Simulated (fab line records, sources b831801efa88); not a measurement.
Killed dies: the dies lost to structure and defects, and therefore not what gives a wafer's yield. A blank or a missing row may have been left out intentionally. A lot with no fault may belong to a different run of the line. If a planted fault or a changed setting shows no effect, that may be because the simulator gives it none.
Which of the tools did it?    flow sky130    Sampling: 10 lots, 29 wafers, 6 of 708 route steps

== WHAT EACH GAUGE READ, for each wafer ==
SKY_VIA4_BOW_MEAS_03. Usual: VIA4_BOW typically reads 81 um, with standard deviation 8.4.
lot   measured      on             VIA4_BOW (um)  flag
L541  day 42 09:18  film_metro-01  84 81 76       
L542  day 42 19:22  film_metro-02  85 88 84       
L544  day 43 07:33  film_metro-04  75 66 71       
L545  day 43 12:11  film_metro-02  88 76 97       
L547  day 44 14:05  film_metro-01  98 91 86       
L548  day 44 15:05  film_metro-04  73 78 72       
L553  day 45 19:02  film_metro-04  74 65          
L558  day 47 06:11  film_metro-01  76 74 79       
L559  day 47 11:43  film_metro-01  65 66 83       
L561  day 48 08:41  film_metro-02  83 81 78       

SKY_VIA4_RS_MEAS_19: measurement is done with a four-point probe. Usual: VIA4_W_RS typically reads 0.226 ohm/sq, with standard deviation 0.0042.
lot   measured      on             VIA4_W_RS (ohm/sq)  flag
L541  day 43 09:17  film_metro-02  0.226 0.227 0.216   
L542  day 43 18:37  film_metro-04  0.225 0.227 0.226   
L544  day 44 07:06  film_metro-01  0.229 0.229 0.227   
L545  day 44 11:15  film_metro-04  0.228 0.230 0.224   
L547  day 45 12:47  film_metro-04  0.220 0.232 0.219   
L548  day 45 13:34  film_metro-04  0.229 0.226 0.228   
L553  day 46 16:59  film_metro-02  0.229 0.151         OFF
L558  day 48 03:05  film_metro-01  0.228 0.230 0.228   
L559  day 48 09:08  film_metro-04  0.228 0.227 0.226   
L561  day 49 04:23  film_metro-01  0.230 0.228 0.227   

SKY_VIA4_THK_MEAS_20: measures by xrf. Usual: VIA4_W_THK typically reads 506 nm, with standard deviation 13.
lot   measured      on             VIA4_W_THK (nm)  flag
L541  day 43 09:24  film_metro-02  508 508 530      
L542  day 43 18:44  film_metro-04  511 504 508      
L544  day 44 07:13  film_metro-01  498 496 497      
L545  day 44 11:22  film_metro-04  506 499 512      
L547  day 45 12:53  film_metro-04  520 493 521      
L548  day 45 13:41  film_metro-04  498 508 503      
L553  day 46 17:07  film_metro-02  503 762          OFF
L558  day 48 03:11  film_metro-01  496 492 495      
L559  day 48 09:14  film_metro-04  506 511 516      
L561  day 49 04:31  film_metro-01  485 487 487      

== WHAT TOOL EACH LOT RAN ON (gives the tool, then ch and the chambers of the sampled wafers, and finally the start) ==
lot   SKY_POLY_CUT_STRIP_12                 SKY_VIA2_CMP_02                SKY_VIA4_CVD_18
L541  plasma_asher-02 ch 0,1, day 24 12:03  cmp-02 ch 1,2,3, day 35 15:17  cvd_w-02 ch 0,1, day 43 09:07
L542  plasma_asher-02 ch 0,1, day 25 00:27  cmp-01 ch 1,2,3, day 36 02:02  cvd_w-01 ch 0,1, day 43 18:28
L544  plasma_asher-03 ch 0,1, day 25 15:54  cmp-02 ch 1,2,3, day 36 14:47  cvd_w-01 ch 0,1, day 44 06:55
L545  plasma_asher-03 ch 0,1, day 26 01:39  cmp-02 ch 0,2,3, day 36 22:26  cvd_w-01 ch 0,1, day 44 11:05
L547  plasma_asher-01 ch 0,1, day 27 08:26  cmp-02 ch 0,1,2, day 38 03:13  cvd_w-02 ch 0,1, day 45 12:38
L548  plasma_asher-03 ch 0,1, day 27 13:27  cmp-02 ch 0,2,3, day 38 05:36  cvd_w-01 ch 0,1, day 45 13:24
L553  plasma_asher-01 ch 0,1, day 29 00:36  cmp-01 ch 2,3, day 39 14:53    cvd_w-02 ch 0,1, day 46 16:50
L558  plasma_asher-03 ch 0,1, day 30 13:50  cmp-02 ch 1,3, day 41 01:52    cvd_w-01 ch 0, day 48 02:50
L559  plasma_asher-02 ch 0,1, day 31 04:18  cmp-01 ch 0,1,3, day 41 13:39  cvd_w-01 ch 1, day 48 08:58
L561  plasma_asher-03 ch 0, day 32 07:12    cmp-02 ch 0,1,3, day 42 11:20  cvd_w-01 ch 0,1, day 49 04:14
- SKY_POLY_CUT_STRIP_12: strips in O2/N2.
- SKY_VIA2_CMP_02: polishes SiO2.
- SKY_VIA4_CVD_18: deposits W, target thk 505 nm, time 152.14 s.

== AS READ BY THE TOOLS THEMSELVES (means over the sampled wafers that have a number; for cases with no such wafer, the mark the record gives instead) ==
SKY_POLY_CUT_STRIP_12. Usual: drypump_motor_current_A 5.27 A, standard deviation 0.26; oes_product_au 0.452 a.u., standard deviation 0.0044; strip_time_to_endpoint_s 5.359 s, standard deviation 0.017.
lot   tool             drypump_motor_current_A (A)  oes_product_au (a.u.)  strip_time_to_endpoint_s (s)  flag
L541  plasma_asher-02  5.30                         0.451                  5.360                         
L542  plasma_asher-02  5.16                         0.456                  5.372                         
L544  plasma_asher-03  5.26                         0.449                  5.325                         
L545  plasma_asher-03  5.33                         0.451                  5.347                         
L547  plasma_asher-01  5.50                         0.453                  5.361                         
L548  plasma_asher-03  5.25                         0.451                  5.370                         
L553  plasma_asher-01  5.28                         0.452                  5.353                         
L558  plasma_asher-03  5.35                         0.451                  5.339                         
L559  plasma_asher-02  5.29                         0.451                  5.372                         
L561  plasma_asher-03  5.40                         0.451                  5.370                         

SKY_VIA2_CMP_02. Usual: edge_zone_pressure_frac 1.001, standard deviation 0.0054; motor_current_A 12.1 A, standard deviation 1.8.
lot   tool    edge_zone_pressure_frac  motor_current_A (A)  flag
L541  cmp-02  1.000                    10.8                 
L542  cmp-01  1.000                    12.4                 
L544  cmp-02  1.002                    10.7                 
L545  cmp-02  1.003                    11.3                 
L547  cmp-02  0.997                    10.9                 
L548  cmp-02  1.001                    11.2                 
L553  cmp-01  1.004                    13.1                 
L558  cmp-02  0.996                    10.9                 
L559  cmp-01  0.999                    13.5                 
L561  cmp-02  0.996                    11.1                 

SKY_VIA4_CVD_18. Usual: heater_power_w 853 W, standard deviation 98; susceptor_temp_C 400.00 C, standard deviation 0.22.
lot   tool      heater_power_w (W)  susceptor_temp_C (C)  flag
L541  cvd_w-02  847                 400.30                
L542  cvd_w-01  810                 399.97                
L544  cvd_w-01  877                 399.92                
L545  cvd_w-01  902                 399.94                
L547  cvd_w-02  789                 399.91                
L548  cvd_w-01  830                 400.18                
L553  cvd_w-02  824                 399.94                
L558  cvd_w-01  956                 400.14                
L559  cvd_w-01  754                 399.67                
L561  cvd_w-01  898                 399.78                

== THE ANSWER, worked out from the rows above alone ==
Rule: lot off if the mean of its wafers having a number is beyond 3 standard deviations from the usual mean. Also off: a lot with no number at a reading for which 4 or more lots have one. All remaining lots with rows at the step are treated as sound. First the gauges in route order, then the tools' own readings, where a lot's mean is used as printed above. The first step at which some lot is off is used, and at that step the reading that is off furthest; a lot without a number counts as furthest.
Off: at SKY_VIA4_RS_MEAS_19 (VIA4_W_RS), L553.
A tool fits if, at a process step before that reading, it ran every lot that is off, and no sound lot after the first of them. The gauges at SKY_VIA4_RS_MEAS_19 are tried like those tools. Can't be told from this: 3 tools fit, plasma_asher-01 at SKY_POLY_CUT_STRIP_12, cvd_w-02 at SKY_VIA4_CVD_18, film_metro-02 at SKY_VIA4_RS_MEAS_19.

== WHAT THE SIMULATOR PUT IN ==
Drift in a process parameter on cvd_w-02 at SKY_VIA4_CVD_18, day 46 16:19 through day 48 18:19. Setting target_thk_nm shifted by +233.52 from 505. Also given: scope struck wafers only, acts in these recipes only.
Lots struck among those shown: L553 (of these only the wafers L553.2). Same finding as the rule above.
